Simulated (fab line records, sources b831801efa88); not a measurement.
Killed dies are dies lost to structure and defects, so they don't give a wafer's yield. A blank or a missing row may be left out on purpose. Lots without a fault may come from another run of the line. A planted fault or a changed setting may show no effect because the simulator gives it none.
A struck lot beside a sound one | flow sky130 | 15 steps out of a route of 708
Sound: wafers L541.2, L541.3, L541.6. Struck: wafers L553.1, L553.2, L553.4. The cause comes at the end.
At each step with rows: each side's tool, then ch and its chambers, then its first start. Under that, the readings that differ: sound wafers | struck wafers | difference of the means | sigmas: that difference in standard deviations of wafers without a fault.
alike: readings whose means differ by less than 2 such deviations, and words and numbers that are the same on both sides. not compared: withheld readings, readings that some wafer has no value for, bounds like >300 that may hide the same value, and numbers for which the record gives no deviation and whose values overlap.
The two part at a step that has a row with sigmas, a row that says differs or no value, or rows on one side only. Numbers that don't overlap but have no deviation are shown without sigmas and don't part them. A reading that every wafer of one side lacks parts them only if that side has two wafers or more.

SKY_VIA2_BOW_MEAS_03:
  sound on film_metro-01, day 37 05:35; struck on film_metro-01, day 40 22:11
  alike: VIA2_BOW
then, 8 steps without rows for these wafers: SKY_VIA2_DEHYDRATE_04 (time 60 s); SKY_VIA2_HMDS_05 (prime time 60 s); SKY_VIA2_COAT_06 (resist thk 60 nm); SKY_VIA2_COAT_07 (resist thk 450 nm); SKY_VIA2_SOFTBAKE_08 (time 90 s); SKY_VIA2_EXPOSE_09 (exposes mask VIM2, target cd 200 nm); SKY_VIA2_PEB_10; SKY_VIA2_DEVELOP_11 (develop time 60 s).
SKY_VIA2_CD_MEAS_12: target cd 200 nm.
  sound on cd_sem-02, day 38 08:11; struck on cd_sem-02, day 41 23:47
  alike: cd_nm
SKY_VIA2_OVL_MEAS_13:
  sound on overlay-01, day 38 08:17; struck on overlay-01, day 41 23:54
  alike: VIA2_OVL
SKY_VIA2_ETCH_14: etches BARC in N2/H2, stops on SiO2, time 45.9 s, target depth 60 nm.
  sound on rie_diel-03 ch 0,2,3, day 38 08:19; struck on rie_diel-03 ch 0,2,3, day 41 23:56
  alike: drypump_motor_current_A, oes_product_au, rf_fwd_power_W, throttle_valve_pct
  not compared: rf_hours_counter_h
SKY_VIA2_ETCH_15: etches SiO2 in C4F8/O2/Ar, stops on TiN, target depth 546 nm, time 84 s.
  sound on rie_diel-03 ch 0,2,3, day 38 08:22; struck on rie_diel-03 ch 0,2,3, day 41 23:59
  reading                                     | sound             | struck            | difference | sigmas
  rf_fwd_power_W (W)                          | 1495 1491 1493    | 1741 1728 1738    | +243       | +47
  model.KrF-thick_of_VIA2_COAT_07.thk_nm (nm) | 282.5 282.6 284.4 | 271.7 274.9 277.8 | -8.4       |
  model.TiN_of_METAL2_SPUTTER_04.thk_nm (nm)  | 70.02 69.62 70.33 | 68.63 68.4 67.59  | -1.78      |
  alike: oes_product_au
  not compared: rf_hours_counter_h
SKY_VIA2_STRIP_16: strips in O2/N2.
  sound on plasma_asher-01 ch 1, day 38 08:25; struck on plasma_asher-04 ch 0,1, day 42 00:03
  reading                      | sound          | struck         | difference | sigmas
  strip_time_to_endpoint_s (s) | 4.03 4.03 4.05 | 3.93 3.94 3.97 | -0.09      | -3
  alike: drypump_motor_current_A, oes_product_au
  not compared: rf_hours_counter_h
SKY_PAD_OPEN_PROBE_99:
  the record has rows for the sound wafers here (prober-02, day 47 16:20) and none for the struck ones

WHERE THEY PART
First at SKY_VIA2_ETCH_15; last, within this record, at SKY_PAD_OPEN_PROBE_99.

WHY: what the simulator had put in
Process parameter drift: rie_diel-03, from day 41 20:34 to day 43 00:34, at SKY_VIA2_ETCH_15. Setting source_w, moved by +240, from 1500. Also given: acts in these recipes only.
